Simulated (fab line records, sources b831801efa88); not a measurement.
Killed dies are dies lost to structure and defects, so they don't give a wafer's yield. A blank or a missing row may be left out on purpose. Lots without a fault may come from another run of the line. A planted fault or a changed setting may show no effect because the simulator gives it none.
Chamber matching | flow gf180mcu | GF_POLY_GATE_ETCH_13 on rie_si-02: 4 sister chambers
The step etches poly-Si in HBr/Cl2, stops on SiO2, target depth 198.5 nm, time 69.6 s. 4 wafers are shown with their chamber, then 7 later ones without.

WAFERS WITH THEIR CHAMBER
wafer  | chamber | drypump_motor_current_A (A)
L699.1 | 2       | 5.3
L699.5 | 1       | 6.0
L701.3 | 3       | 5.3
L701.5 | 0       | 6.1

WAFERS WITHOUT THEIR CHAMBER
wafer  | drypump_motor_current_A (A)
L701.6 | 6.0
L703.2 | 5.3
L703.3 | 6.0
L703.4 | 6.2
L705.1 | 5.3
L705.2 | 6.1
L705.5 | 5.3

WHICH CHAMBER EACH WENT THROUGH
wafer  | from the rows above     | in truth
L701.6 | 1                       | 1
L703.2 | can't be placed: 2 or 3 | 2
L703.3 | 1                       | 1
L703.4 | 0                       | 0
L705.1 | can't be placed: 2 or 3 | 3
L705.2 | 0                       | 0
L705.5 | can't be placed: 2 or 3 | 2
Placed correctly: 4 of 7. Can't be placed from these rows: 3 (the true chamber is among the candidates in 3). Placed wrongly: 0.
How it was worked out, from the rows above alone: a wafer's distance from a chamber is the root of the sum, over the readings, of the square of ((its reading less the chamber's mean) divided by the reading's scatter). The wafer belongs to the nearest chamber; if the next one is less than 2 further off, it can't be placed. A chamber's mean is the mean of its shown wafers. The scatter: with one shown wafer a chamber, the root of the mean of the squares of how far each hidden wafer lies from its nearest shown one.
